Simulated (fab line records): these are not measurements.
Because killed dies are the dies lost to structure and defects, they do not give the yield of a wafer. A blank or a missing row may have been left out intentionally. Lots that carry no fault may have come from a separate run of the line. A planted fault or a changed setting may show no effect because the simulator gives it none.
One fault through the eyes of 2 desks ; flow sky130 ; numbers are kept per desk, each desk with only its own; the story behind them comes last

== TOOL OWNER'S DESK, litho track-01 ==
The tool's own readings at SKY_SD_P_COAT_02 (resist thk 1140 nm): means of the sampled wafers that have a number, for each lot that ran on this tool. If a lot's mean is further than 4 standard deviations from the usual mean, the lot is out of limits and carries the mark OUT (the distance appears in the brackets).
Columns: A = chill plate temp C at SKY_SD_P_COAT_02, usual 22.98 C; B = spin speed rpm at SKY_SD_P_COAT_02, usual 3000.0 rpm
lot;first seen here;A;B
L396;day 25 06:42;22.97;3001.8
L397;day 26 12:21;22.96;3000.0
L399;day 27 02:34;23.20;3000.8
L398;day 27 05:21;22.96;3000.7
L405;day 28 06:08;22.80;2999.7
L406;day 29 00:38;23.03;2999.1
L414;day 31 10:02;22.92;2999.2
L417;day 31 22:18;22.94;3000.3
This desk's verdict: no lot among the 8 shows anything out of limits.

== FROM THE METROLOGY DESK ==
Lot by lot, what the gauges showed, no matter which tool ran the lot: averages of those sampled wafers that carry a number. If a lot's mean is further than 4 standard deviations from the usual mean, the lot is out of limits and carries the mark OUT (the distance appears in the brackets).
Columns: A = cd nm at SKY_SD_P_CD_MEAS_07, usual 379.8 nm; B = SD_P_OVL at SKY_SD_P_OVL_MEAS_08, usual -0.3 nm; C = SD_P_TW at SKY_SD_P_TW_MEAS_11, usual 2821
lot;first seen here;A;B;C
L396;day 25 22:31;380.5;0.0;2827
L397;day 27 04:31;376.2;0.3;2841
L399;day 27 16:14;379.5;1.0;2852
L400;day 27 17:00;379.3;-0.2;2847
L398;day 27 18:19;406.2 (+9.8) OUT;-2.7;2852
L405;day 28 19:59;452.6 (+27) OUT;0.8;2801
L406;day 29 14:59;417.2 (+14) OUT;0.2;2830
L413;day 31 04:14;379.3;2.3;2804
L414;day 31 23:56;381.3;0.6;2831
L415;day 32 10:56;380.9;-2.0;2793
L417;day 32 11:07;384.2;-0.8;2789
L418;day 32 14:21;382.3;1.0;2814
Finding of this desk: L398, L405, L406 out of limits; the first was L398 at day 27 18:19, on cd nm at SKY_SD_P_CD_MEAS_07. L396, L397, L399, L400, L413, L414, L415, L417, L418 stayed within limits.

== ALL TOGETHER ==
Metrology desk: alarm possible at day 27 18:19 on L398, L405, L406.
The tool owner's desk saw nothing out of limits.
The tool owner's desk has L398, L405, L406 on record, within its limits.
Of the lots named, all ran SKY_SD_P_COAT_02 on litho track-01.

== WHAT THE SIMULATOR HAD INSERTED ==
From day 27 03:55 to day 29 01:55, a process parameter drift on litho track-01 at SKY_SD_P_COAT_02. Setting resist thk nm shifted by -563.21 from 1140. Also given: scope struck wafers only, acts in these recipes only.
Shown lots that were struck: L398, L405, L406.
Delay in hours, fault start to first out-of-limits reading, per desk: metrology desk 14.
